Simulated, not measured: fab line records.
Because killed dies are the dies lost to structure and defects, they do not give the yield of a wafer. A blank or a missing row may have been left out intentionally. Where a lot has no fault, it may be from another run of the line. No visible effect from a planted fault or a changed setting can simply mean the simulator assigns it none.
The tool behind it: which one? || flow gf180mcu || 12 lots with 36 wafers sampled at 5 steps, on a route of 602 steps

WHAT THE GAUGES READ, wafer by wafer
GF_HV_LDD_CD_MEAS_31: the cd target is 400 nm.
{"lot": "L642", "measured": "day 11 05:37", "on": "cd_sem-02", "cd_nm (nm)": "398.9 399.3 399.0"}
{"lot": "L646", "measured": "day 12 23:15", "on": "cd_sem-01", "cd_nm (nm)": "400.1 399.8 399.6"}
{"lot": "L647", "measured": "day 13 05:27", "on": "cd_sem-02", "cd_nm (nm)": "397.9 398.2 398.5"}
{"lot": "L648", "measured": "day 13 11:45", "on": "cd_sem-02", "cd_nm (nm)": "398.5 398.0 397.2"}
{"lot": "L649", "measured": "day 13 23:49", "on": "cd_sem-02", "cd_nm (nm)": "399.4 399.3 398.3"}
{"lot": "L651", "measured": "day 14 15:16", "on": "cd_sem-01", "cd_nm (nm)": "405.9 407.0 405.9"}
{"lot": "L650", "measured": "day 14 15:53", "on": "cd_sem-02", "cd_nm (nm)": "405.7 406.8 405.7"}
{"lot": "L658", "measured": "day 16 15:14", "on": "cd_sem-02", "cd_nm (nm)": "400.3 403.3 401.9"}
{"lot": "L660", "measured": "day 17 20:59", "on": "cd_sem-01", "cd_nm (nm)": "402.0 400.9 401.8"}
{"lot": "L661", "measured": "day 18 02:58", "on": "cd_sem-01", "cd_nm (nm)": "402.7 399.7 401.7"}
{"lot": "L662", "measured": "day 18 08:26", "on": "cd_sem-02", "cd_nm (nm)": "401.7 402.3 400.7"}
{"lot": "L663", "measured": "day 18 15:07", "on": "cd_sem-01", "cd_nm (nm)": "403.8 403.1 402.8"}

GF_HV_LDD_THK_MEAS_55.
{"lot": "L642", "measured": "day 12 02:26", "on": "film_metro-03", "HV_LDD_CVD_54_THK (nm)": "9.92 9.87 9.95"}
{"lot": "L646", "measured": "day 13 21:45", "on": "film_metro-01", "HV_LDD_CVD_54_THK (nm)": "10.11 9.99 10.15"}
{"lot": "L647", "measured": "day 14 04:17", "on": "film_metro-01", "HV_LDD_CVD_54_THK (nm)": "9.86 9.81 9.95"}
{"lot": "L648", "measured": "day 14 10:51", "on": "film_metro-01", "HV_LDD_CVD_54_THK (nm)": "10.07 9.93 9.81"}
{"lot": "L649", "measured": "day 14 22:49", "on": "film_metro-01", "HV_LDD_CVD_54_THK (nm)": "9.88 9.80 9.90"}
{"lot": "L651", "measured": "day 15 14:27", "on": "film_metro-02", "HV_LDD_CVD_54_THK (nm)": "9.96 9.98 10.08"}
{"lot": "L650", "measured": "day 15 14:46", "on": "film_metro-03", "HV_LDD_CVD_54_THK (nm)": "9.87 9.91 9.81"}
{"lot": "L658", "measured": "day 17 16:40", "on": "film_metro-01", "HV_LDD_CVD_54_THK (nm)": "10.32 10.38 10.12"}
{"lot": "L660", "measured": "day 18 23:17", "on": "film_metro-02", "HV_LDD_CVD_54_THK (nm)": "9.98 10.06 9.93"}
{"lot": "L661", "measured": "day 19 05:15", "on": "film_metro-01", "HV_LDD_CVD_54_THK (nm)": "9.95 9.96 10.05"}
{"lot": "L662", "measured": "day 19 11:27", "on": "film_metro-02", "HV_LDD_CVD_54_THK (nm)": "9.91 9.88 9.97"}
{"lot": "L663", "measured": "day 19 17:24", "on": "film_metro-01", "HV_LDD_CVD_54_THK (nm)": "9.89 9.84 9.67"}

GF_PSD_OVL_MEAS_08.
{"lot": "L642", "measured": "day 13 19:53", "on": "overlay-01", "PSD_OVL (nm)": "-2.1 -2.9 -0.8"}
{"lot": "L646", "measured": "day 15 18:46", "on": "overlay-02", "PSD_OVL (nm)": "0.8 -0.3 1.2"}
{"lot": "L647", "measured": "day 16 00:49", "on": "overlay-01", "PSD_OVL (nm)": "0.0 -2.5 -0.6"}
{"lot": "L648", "measured": "day 16 07:40", "on": "overlay-02", "PSD_OVL (nm)": "1.7 -0.8 0.1"}
{"lot": "L649", "measured": "day 16 20:05", "on": "overlay-01", "PSD_OVL (nm)": "-0.1 -1.4 -1.3"}
{"lot": "L651", "measured": "day 17 14:16", "on": "overlay-01", "PSD_OVL (nm)": "-0.2 0.2 0.9"}
{"lot": "L650", "measured": "day 17 14:34", "on": "overlay-02", "PSD_OVL (nm)": "1.6 0.3 0.8"}
{"lot": "L658", "measured": "day 19 19:34", "on": "overlay-01", "PSD_OVL (nm)": "0.8 -0.5 -1.1"}
{"lot": "L660", "measured": "day 21 02:38", "on": "overlay-02", "PSD_OVL (nm)": "-0.4 0.5 -1.4"}
{"lot": "L661", "measured": "day 21 07:56", "on": "overlay-02", "PSD_OVL (nm)": "-0.2 0.5 1.0"}
{"lot": "L662", "measured": "day 21 14:01", "on": "overlay-02", "PSD_OVL (nm)": "-1.7 -1.3 -3.0"}
{"lot": "L663", "measured": "day 21 19:13", "on": "overlay-02", "PSD_OVL (nm)": "0.8 2.0 1.5"}

WHICH TOOL RAN EACH LOT (tool, then ch and the chambers of the sampled wafers, then the start)
{"lot": "L642", "GF_HV_LDD_COAT_26": "litho_track-02 ch 0, day 10 20:33", "GF_HV_LDD_STRIP_37": "plasma_asher-03 ch 0,1, day 11 06:21"}
{"lot": "L646", "GF_HV_LDD_COAT_26": "litho_track-02 ch 0, day 12 13:22", "GF_HV_LDD_STRIP_37": "plasma_asher-03 ch 0,1, day 13 00:00"}
{"lot": "L647", "GF_HV_LDD_COAT_26": "litho_track-01 ch 0, day 12 19:39", "GF_HV_LDD_STRIP_37": "plasma_asher-04 ch 0,1, day 13 06:12"}
{"lot": "L648", "GF_HV_LDD_COAT_26": "litho_track-04 ch 0, day 13 01:31", "GF_HV_LDD_STRIP_37": "plasma_asher-04 ch 1, day 13 12:30"}
{"lot": "L649", "GF_HV_LDD_COAT_26": "litho_track-02 ch 0, day 13 13:49", "GF_HV_LDD_STRIP_37": "plasma_asher-03 ch 0,1, day 14 00:34"}
{"lot": "L651", "GF_HV_LDD_COAT_26": "litho_track-02 ch 0, day 14 04:40", "GF_HV_LDD_STRIP_37": "plasma_asher-04 ch 0,1, day 14 16:02"}
{"lot": "L650", "GF_HV_LDD_COAT_26": "litho_track-02 ch 0, day 14 05:18", "GF_HV_LDD_STRIP_37": "plasma_asher-03 ch 0,1, day 14 16:38"}
{"lot": "L658", "GF_HV_LDD_COAT_26": "litho_track-04 ch 0, day 16 03:25", "GF_HV_LDD_STRIP_37": "plasma_asher-04 ch 0,1, day 16 15:59"}
{"lot": "L660", "GF_HV_LDD_COAT_26": "litho_track-02 ch 0, day 17 09:24", "GF_HV_LDD_STRIP_37": "plasma_asher-03 ch 0,1, day 17 21:43"}
{"lot": "L661", "GF_HV_LDD_COAT_26": "litho_track-01 ch 0, day 17 15:06", "GF_HV_LDD_STRIP_37": "plasma_asher-01 ch 0,1, day 18 03:43"}
{"lot": "L662", "GF_HV_LDD_COAT_26": "litho_track-01 ch 0, day 17 20:36", "GF_HV_LDD_STRIP_37": "plasma_asher-04 ch 0,1, day 18 09:11"}
{"lot": "L663", "GF_HV_LDD_COAT_26": "litho_track-01 ch 0, day 18 03:03", "GF_HV_LDD_STRIP_37": "plasma_asher-03 ch 0,1, day 18 15:52"}
- GF_HV_LDD_COAT_26: resist thk 1000 nm.
- GF_HV_LDD_STRIP_37: strips in O2/N2.

AS READ BY THE TOOLS THEMSELVES (means over the sampled wafers that have a number; for cases with no such wafer, the mark the record gives instead)
GF_HV_LDD_STRIP_37.
{"lot": "L642", "tool": "plasma_asher-03", "drypump_motor_current_A (A)": 6.2, "heater_power_w (W)": 362, "oes_product_au (a.u.)": 0.714, "strip_time_to_endpoint_s (s)": 12.66}
{"lot": "L646", "tool": "plasma_asher-03", "drypump_motor_current_A (A)": 6.5, "heater_power_w (W)": 356, "oes_product_au (a.u.)": 0.715, "strip_time_to_endpoint_s (s)": 12.59}
{"lot": "L647", "tool": "plasma_asher-04", "drypump_motor_current_A (A)": 5.3, "heater_power_w (W)": 320, "oes_product_au (a.u.)": 0.713, "strip_time_to_endpoint_s (s)": 12.67}
{"lot": "L648", "tool": "plasma_asher-04", "drypump_motor_current_A (A)": 5.6, "heater_power_w (W)": 311, "oes_product_au (a.u.)": 0.719, "strip_time_to_endpoint_s (s)": 12.61}
{"lot": "L649", "tool": "plasma_asher-03", "drypump_motor_current_A (A)": 6.2, "heater_power_w (W)": 363, "oes_product_au (a.u.)": 0.715, "strip_time_to_endpoint_s (s)": 12.63}
{"lot": "L651", "tool": "plasma_asher-04", "drypump_motor_current_A (A)": 5.3, "heater_power_w (W)": 316, "oes_product_au (a.u.)": 0.716, "strip_time_to_endpoint_s (s)": 11.72}
{"lot": "L650", "tool": "plasma_asher-03", "drypump_motor_current_A (A)": 6.4, "heater_power_w (W)": 354, "oes_product_au (a.u.)": 0.719, "strip_time_to_endpoint_s (s)": 11.68}
{"lot": "L658", "tool": "plasma_asher-04", "drypump_motor_current_A (A)": 5.3, "heater_power_w (W)": 319, "oes_product_au (a.u.)": 0.720, "strip_time_to_endpoint_s (s)": 12.68}
{"lot": "L660", "tool": "plasma_asher-03", "drypump_motor_current_A (A)": 6.5, "heater_power_w (W)": 361, "oes_product_au (a.u.)": 0.715, "strip_time_to_endpoint_s (s)": 12.62}
{"lot": "L661", "tool": "plasma_asher-01", "drypump_motor_current_A (A)": 5.9, "heater_power_w (W)": 322, "oes_product_au (a.u.)": 0.715, "strip_time_to_endpoint_s (s)": 12.64}
{"lot": "L662", "tool": "plasma_asher-04", "drypump_motor_current_A (A)": 5.3, "heater_power_w (W)": 321, "oes_product_au (a.u.)": 0.716, "strip_time_to_endpoint_s (s)": 12.61}
{"lot": "L663", "tool": "plasma_asher-03", "drypump_motor_current_A (A)": 6.2, "heater_power_w (W)": 362, "oes_product_au (a.u.)": 0.720, "strip_time_to_endpoint_s (s)": 12.59}

THE ANSWER, worked out from the rows above alone
Rule: the usual values come from the lots themselves. The widest of any qualifying gaps counts: lots, ordered by their means at a reading, are off when they make up no more than a third of the lots, leave a main group of 4 or more, and stand apart from it by 3 or more times the standard deviation of that group's means. If all means in a main group match to the digits the tables above print for the reading, that group is not used. Also off: a lot with no number at a reading for which 4 or more lots have one. The other lots that the step has rows for count as sound. The gauges are gone through in route order, then the tools' own readings, and for those a lot's mean is taken as printed above. The first step at which some lot is off is used, and at that step the reading that is off furthest; a lot without a number counts as furthest.
Off: L651, L650 (GF_HV_LDD_STRIP_37, strip_time_to_endpoint_s). For the main group the mean is 12.63 s and the standard deviation 0.03.
If a tool, at that step or one of the process steps before it, ran each lot that is off and ran no sound lot following the first of them, it fits. No candidate that was tried fits.

WHAT THE SIMULATOR HAD PUT IN
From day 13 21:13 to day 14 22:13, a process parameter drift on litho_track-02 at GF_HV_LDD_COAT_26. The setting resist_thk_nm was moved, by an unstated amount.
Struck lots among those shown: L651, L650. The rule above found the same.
